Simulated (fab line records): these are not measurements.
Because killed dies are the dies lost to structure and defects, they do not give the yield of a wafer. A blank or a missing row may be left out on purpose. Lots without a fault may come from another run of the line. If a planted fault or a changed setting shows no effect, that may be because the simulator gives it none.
fab line records ; flow sky130
record lots=6; wafers=18; lastDay=49
route steps=708 shown LDD_N@239 PAD_OPEN@708
lots that met no fault: taken from a fault-free run of the same line
startH: hours from the record's opening day to when the first of the lot's shown wafers began ; waitH: how many hours have passed since the lot's step before this one ; " unchanged from the row above ; L1.1+2: several wafers, shown together as one row ; - no value present, or no start provided ; * or withheld: withheld ; < > ~ a bound
route shown NAME@n: a module of which the file shows steps, and the number in the route of the first ; usual: the fault-free wafers' mean and standard deviation ; same: alike in all rows ; chamber/n: place in a boat ; sites: readings site by site ; _std_site: their standard deviation ; _edge_site: the outer-site mean with the inner-site mean subtracted ; radiusMm: how far each site lies from the wafer's centre ; mask NAME#n: copy n ; behind: the last tool/chamber to shape the wafer ; hold: why the lot went on hold/how many hours it stayed there/how the hold came to an end ; device: the transistor (n, p or np) that didn't switch ; end of line: tests run on the same wafers once the route is complete ; step lacking rows: just its recipe ; killed: at the first sort, the dies lost to defects and structure; wafer yield is something else ; map: a wafer's dies, x killed, . not, _ none there
set.NAME: the run value of the setting; set.NAME@STEP: its run value at that earlier step ; model.NAME: the simulator's own value behind a step, which no gauge read
lots at some steps of the route; a table a step, a row a wafer
services: from which hour (startH, from the record's first day; less than 0 if before it) a tool's chamber was out of use, for how many hours, and why
## steps
# step SKY_LDD_N_COAT_02
# recipe resist=NOVOLAK; spinRpm=3000; resistThkNm=300
# step SKY_LDD_N_SOFTBAKE_03
# recipe tempC=90; timeS=57.73; resist=NOVOLAK
# step SKY_LDD_N_EXPOSE_04
# recipe maskId=NTM; targetCdNm=840; na=0.6; sourceShape=conventional; sigmaOuter=0.6; doseMj=110
# step SKY_LDD_N_PEB_05
# recipe tempC=withheld; timeS=*; resist=NOVOLAK
# step SKY_LDD_N_DEVELOP_06
# recipe developTimeS=60; devTempC=23
# step SKY_LDD_N_OVL_MEAS_07
# usual LDD_N_OVL=1.4/1.4
lot.wafer;tool;chamber;startH;waitH;LDD_N_OVL[nm]
L476.2;overlay-01;-;415.32;0.1;1.7
L476.4;overlay-01;-;415.32;0.1;1.5
L476.6;overlay-01;-;415.32;0.1;0.8
L480.1;overlay-02;-;460.96;0.1;0.1
L480.4;overlay-02;-;460.96;0.1;1.3
L480.5;overlay-02;-;460.96;0.1;1.6
L488.3;overlay-01;-;527.13;0.1;3.4
L488.5;overlay-01;-;527.13;0.1;2.5
L488.6;overlay-01;-;527.13;0.1;0.9
L489.1;overlay-02;-;539.30;0.1;-0.2
L489.3;overlay-02;-;539.30;0.1;0.5
L489.6;overlay-02;-;539.30;0.1;0.2
L490.2;overlay-01;-;550.16;0.1;1.6
L490.3;overlay-01;-;550.16;0.1;-1.1
L490.5;overlay-01;-;550.16;0.1;0.6
L492.2;overlay-02;-;555.66;0.1;3.3
L492.3;overlay-02;-;555.66;0.1;1.6
L492.4;overlay-02;-;555.66;0.1;3.6
# step SKY_LDD_N_IMPLANT_08
# recipe species=As; energyKev=20; doseCm2=7.5e+13; tiltDeg=withheld; rotationDeg=23
# step SKY_LDD_N_IMPLANT_09
# recipe species=As; energyKev=20; doseCm2=7.5e+13; tiltDeg=withheld; rotationDeg=113
# step SKY_LDD_N_IMPLANT_10
# recipe species=As; energyKev=20; doseCm2=7.5e+13; tiltDeg=withheld; rotationDeg=203
# step SKY_LDD_N_IMPLANT_11
# recipe species=As; energyKev=20; doseCm2=7.5e+13; tiltDeg=withheld; rotationDeg=293
# step SKY_LDD_N_IMPLANT_12
# recipe species=BF2; energyKev=50; doseCm2=5e+12; tiltDeg=30; rotationDeg=0
# step SKY_LDD_N_IMPLANT_13
# recipe species=BF2; energyKev=50; doseCm2=5e+12; tiltDeg=30; rotationDeg=90
# step SKY_LDD_N_IMPLANT_14
# recipe species=BF2; energyKev=50; doseCm2=5e+12; tiltDeg=30; rotationDeg=180
# usual beamEnergyKeV=49.999/0.014; endStationPressureTorr=5.02e-06/2.5e-07; tiltDeg=30.001/0.022
lot.wafer;tool;chamber;startH;waitH;beamEnergyKeV;endStationPressureTorr;tiltDeg
L476.2;implanter-03;0;416.28;0.1;49.986;4.95e-06;30.022
L476.4;implanter-03;0;416.28;0.1;49.998;5.47e-06;29.995
L476.6;implanter-03;0;416.28;0.1;49.983;4.97e-06;30.030
L480.1;implanter-02;0;461.90;0.1;49.988;5.11e-06;30.012
L480.4;implanter-02;0;461.90;0.1;49.994;4.9e-06;30.043
L480.5;implanter-02;0;461.90;0.1;49.997;4.9e-06;29.991
L488.3;implanter-01;0;528.10;0.1;50.026;5.15e-06;30.006
L488.5;implanter-01;0;528.10;0.1;49.995;5.21e-06;30.007
L488.6;implanter-01;0;528.10;0.1;50.014;4.69e-06;29.974
L489.1;implanter-03;0;540.24;0.1;50.024;4.94e-06;-0.010
L489.3;implanter-03;0;540.24;0.1;50.012;4.9e-06;0.000
L489.6;implanter-03;0;540.24;0.1;50.014;5.07e-06;0.014
L490.2;implanter-03;0;551.12;0.1;49.978;4.99e-06;-0.020
L490.3;implanter-03;0;551.12;0.1;50.008;4.93e-06;-0.007
L490.5;implanter-03;0;551.12;0.1;49.987;5.6e-06;-0.034
L492.2;implanter-01;0;556.62;0.1;50.025;5.59e-06;29.984
L492.3;implanter-01;0;556.62;0.1;50.002;5.25e-06;30.010
L492.4;implanter-01;0;556.62;0.1;49.995;4.97e-06;30.014
# step SKY_LDD_N_IMPLANT_15
# recipe species=BF2; energyKev=50; doseCm2=5e+12; tiltDeg=30; rotationDeg=270
# step SKY_PAD_OPEN_PROBE_99
# usual killed_at_M0_to_M3=44/7.9; killed_at_M4_up=3.1/2; killedAtContacts=23/4.9; killedAtFrontEnd=15/3.9; killedAtOther=0.2/0.49; killedDies=86/10; killedOnRim=17/3.9; killedOpen=47/7.1; killedShort=39/7.1
# same grossDies=492; killedAtBackSide=0
lot.wafer;tool;chamber;startH;waitH;killed_at_M0_to_M3;killed_at_M4_up;killedAtContacts;killedAtFrontEnd;killedAtOther;killedDies;killedOnRim;killedOpen;killedShort;model.etest.nfet_01v8_swapped.vtSatV;model.etest.nfet_01v8_lvt.vtSatV;model.etest.nfet_01v8.vtSatV
L476.2;prober-02;-;1084.84;0.1;55;4;28;11;0;98;18;46;50;0.6298;0.5118;0.6236
L476.4;prober-02;-;1084.94;0.2;51;5;17;10;0;83;19;42;41;0.6455;0.5301;0.6344
L476.6;prober-02;-;1085.04;0.2;49;0;26;9;0;84;18;49;35;0.6414;0.5284;0.6419
L480.1;prober-02;-;1111.42;0.1;52;4;30;16;0;102;22;65;37;0.6424;0.5387;0.6453
L480.4;prober-02;-;1111.57;0.2;53;3;30;9;0;95;16;53;42;0.6325;0.5244;0.641
L480.5;prober-02;-;1111.62;0.2;43;1;18;15;0;77;18;48;29;0.6334;0.5199;0.6371
L488.3;prober-02;-;1157.98;0.2;40;2;16;19;0;77;17;34;42;0.6327;0.5146;0.633
L488.5;prober-02;-;1158.08;0.2;51;3;23;23;0;100;23;59;41;0.6398;0.5284;0.6409
L488.6;prober-02;-;1158.13;0.2;38;2;28;18;0;86;17;46;40;0.6288;0.5136;0.6283
L489.1;prober-01;-;1163.25;0.1;40;2;28;21;0;91;23;60;31;0.6173;0.5728;0.6676
L489.3;prober-01;-;1163.35;0.2;53;5;16;12;1;87;14;44;43;0.6173;0.5635;0.6688
L489.6;prober-01;-;1163.50;0.2;39;4;21;19;0;83;16;53;30;0.6191;0.5649;0.6662
L490.2;prober-02;-;1168.57;0.1;38;0;28;18;0;84;16;54;30;0.5984;0.5488;0.6523
L490.3;prober-02;-;1168.62;0.2;39;4;17;15;0;75;10;40;35;0.6077;0.5623;0.6633
L490.5;prober-02;-;1168.72;0.2;53;6;25;16;0;100;17;54;46;0.606;0.5502;0.6532
L492.2;prober-01;-;1170.72;0.1;57;0;17;17;0;91;18;50;41;0.6328;0.515;0.6284
L492.3;prober-01;-;1170.77;0.2;48;9;27;10;0;94;18;51;43;0.6401;0.5372;0.6405
L492.4;prober-01;-;1170.82;0.2;51;3;30;12;0;96;15;62;33;0.6483;0.5456;0.6542
# killed by level:class
L476.2 VIA1:geometricParticle:open=11 VIA3:geometricParticle:open=11 CONTACT:geometricParticle:short=9 CONTACT:geometricParticle:open=7 METAL2:geometricParticle:short=6 LI_CONTACT:geometricParticle:short=5 VIA2:geometricParticle:open=5 VIA2:geometricParticle:short=4
L476.4 METAL1:geometricParticle:short=9 VIA1:geometricParticle:open=9 METAL2:geometricParticle:short=7 CONTACT:geometricParticle:open=6 VIA2:geometricParticle:open=6 VIA1:geometricParticle:short=5 LI_CONTACT:geometricParticle:open=4 FIELD_ISO:geometricParticle:short=3
L476.6 VIA2:geometricParticle:open=11 LI_CONTACT:geometricParticle:open=10 VIA1:geometricParticle:open=10 CONTACT:geometricParticle:open=6 CONTACT:geometricParticle:short=6 VIA3:geometricParticle:open=6 METAL1:geometricParticle:short=5 VIA1:geometricParticle:short=5
L480.1 VIA1:geometricParticle:open=12 CONTACT:geometricParticle:open=11 VIA3:geometricParticle:open=10 VIA2:geometricParticle:open=8 LI_CONTACT:geometricParticle:open=6 VIA2:geometricParticle:short=6 FIELD_ISO:geometricParticle:open=5 LOCAL_INTERCONNECT:geometricParticle:short=5
L480.4 CONTACT:geometricParticle:open=14 VIA1:geometricParticle:open=11 VIA3:geometricParticle:open=9 METAL2:geometricParticle:short=7 VIA1:geometricParticle:short=6 LI_CONTACT:geometricParticle:open=5 LOCAL_INTERCONNECT:geometricParticle:short=5 CONTACT:geometricParticle:short=5
L480.5 VIA1:geometricParticle:open=13 CONTACT:geometricParticle:open=10 VIA3:geometricParticle:open=6 LI_CONTACT:geometricParticle:open=5 METAL2:geometricParticle:short=5 VIA2:geometricParticle:open=5 FIELD_ISO:geometricParticle:short=4 FIELD_ISO:geometricParticle:open=4
L488.3 VIA1:geometricParticle:open=10 POLY_GATE:geometricParticle:short=6 CONTACT:geometricParticle:open=6 FIELD_ISO:geometricParticle:short=5 METAL1:geometricParticle:short=5 LOCAL_INTERCONNECT:geometricParticle:short=5 VIA3:geometricParticle:short=5 VIA2:geometricParticle:open=4
L488.5 VIA1:geometricParticle:open=23 CONTACT:geometricParticle:open=8 VIA2:geometricParticle:open=8 POLY_GATE:geometricParticle:short=6 METAL2:geometricParticle:short=5 POLY_GATE:geometricParticle:open=4 LI_CONTACT:geometricParticle:short=4 LI_CONTACT:geometricParticle:open=4
L488.6 VIA1:geometricParticle:open=11 CONTACT:geometricParticle:open=9 LOCAL_INTERCONNECT:geometricParticle:short=7 VIA2:geometricParticle:open=6 VIA3:geometricParticle:open=5 SPACER:geometricParticle:short=5 METAL1:geometricParticle:short=5 LI_CONTACT:geometricParticle:open=4
L489.1 VIA1:geometricParticle:open=15 CONTACT:geometricParticle:open=12 LI_CONTACT:geometricParticle:open=9 VIA3:geometricParticle:open=6 FIELD_ISO:geometricParticle:short=5 POLY_GATE:geometricParticle:open=5 POLY_GATE:geometricParticle:short=4 CONTACT:geometricParticle:short=4
L489.3 VIA2:geometricParticle:open=8 VIA3:geometricParticle:open=7 CONTACT:geometricParticle:open=6 METAL1:geometricParticle:short=6 VIA1:geometricParticle:short=6 VIA1:geometricParticle:open=6 METAL3:geometricParticle:short=5 POLY_GATE:geometricParticle:short=4
L489.6 CONTACT:geometricParticle:open=10 VIA1:geometricParticle:open=10 VIA2:geometricParticle:open=9 FIELD_ISO:geometricParticle:open=6 VIA3:geometricParticle:open=5 METAL1:geometricParticle:short=5 POLY_GATE:geometricParticle:open=4 LI_CONTACT:geometricParticle:open=4
L490.2 LI_CONTACT:geometricParticle:open=14 VIA1:geometricParticle:open=11 CONTACT:geometricParticle:open=9 METAL1:geometricParticle:short=7 FIELD_ISO:geometricParticle:short=5 POLY_GATE:geometricParticle:short=5 VIA1:geometricParticle:short=5 VIA2:geometricParticle:open=5
L490.3 VIA3:geometricParticle:open=11 VIA1:geometricParticle:open=6 CONTACT:geometricParticle:open=5 CONTACT:geometricParticle:short=5 FIELD_ISO:geometricParticle:short=4 VIA1:geometricParticle:short=4 FIELD_ISO:geometricParticle:open=3 POLY_GATE:geometricParticle:short=3
L490.5 VIA1:geometricParticle:open=13 LI_CONTACT:geometricParticle:open=9 VIA3:geometricParticle:open=8 CONTACT:geometricParticle:open=6 METAL4:geometricParticle:short=6 VIA2:geometricParticle:short=6 LI_CONTACT:geometricParticle:short=5 METAL1:geometricParticle:short=5
L492.2 VIA1:geometricParticle:open=13 CONTACT:geometricParticle:open=8 FIELD_ISO:geometricParticle:short=6 METAL1:geometricParticle:short=6 VIA2:geometricParticle:open=5 VIA1:geometricParticle:short=5 VIA3:geometricParticle:open=5 METAL3:geometricParticle:short=5
L492.3 VIA1:geometricParticle:open=11 LI_CONTACT:geometricParticle:open=9 METAL4:geometricParticle:short=7 VIA2:geometricParticle:open=7 VIA3:geometricParticle:open=6 CONTACT:geometricParticle:open=6 METAL1:geometricParticle:short=6 METAL2:geometricParticle:short=5
L492.4 CONTACT:geometricParticle:open=16 VIA3:geometricParticle:open=11 VIA1:geometricParticle:open=9 LI_CONTACT:geometricParticle:open=8 VIA1:geometricParticle:short=8 METAL2:geometricParticle:short=5 CONTACT:geometricParticle:short=5 VIA2:geometricParticle:open=4
## services
tool;chamber;startH;hours;kind
implanter-02;-;430.52;1.6;repair
implanter-02;-;437.27;3.5;repair
implanter-03;-;467.03;2.9;repair
implanter-03;-;467.85;12.9;repair
implanter-02;-;472.12;1.3;repair
implanter-03;-;480.49;2.9;repair
implanter-03;-;508.97;2.8;repair
implanter-02;-;511.91;2.9;pm
implanter-02;-;535.03;6.1;pm
implanter-01;-;546.55;6.4;repair
## key
firstSign step=SKY_LDD_N_IMPLANT_14; reading=tiltDeg; direction=down; sigmas=99+; usual=*; struck=*
effect none on later readings
modelEffect step=SKY_PAD_OPEN_PROBE_99; value=etest.nfet_01v8_swapped.vtSatV; without=0.6484; struck=0.611
metAt SKY_LDD_N_IMPLANT_14
struckWafers L489.1,L489.3,L489.6,L490.2,L490.3,L490.5
testerLeftOut L489,L490
onsetBetween 416.28 540.24
fault kind=processParameterDrift; tool=implanter-03; chamber=-; onsetH=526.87; steps=SKY_LDD_N_IMPLANT_14; channel=tiltDeg; offset=*; shape=step; endH=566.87; actsIn=*; stated=*
# testerLeftOut: of these lots the tester's yield and bins aren't shown, on N5 and GAA mostly nor the transistor test; their killed dies are dies lost to structure and defects alone, not to doping, threshold or leakage, so they don't give the yield
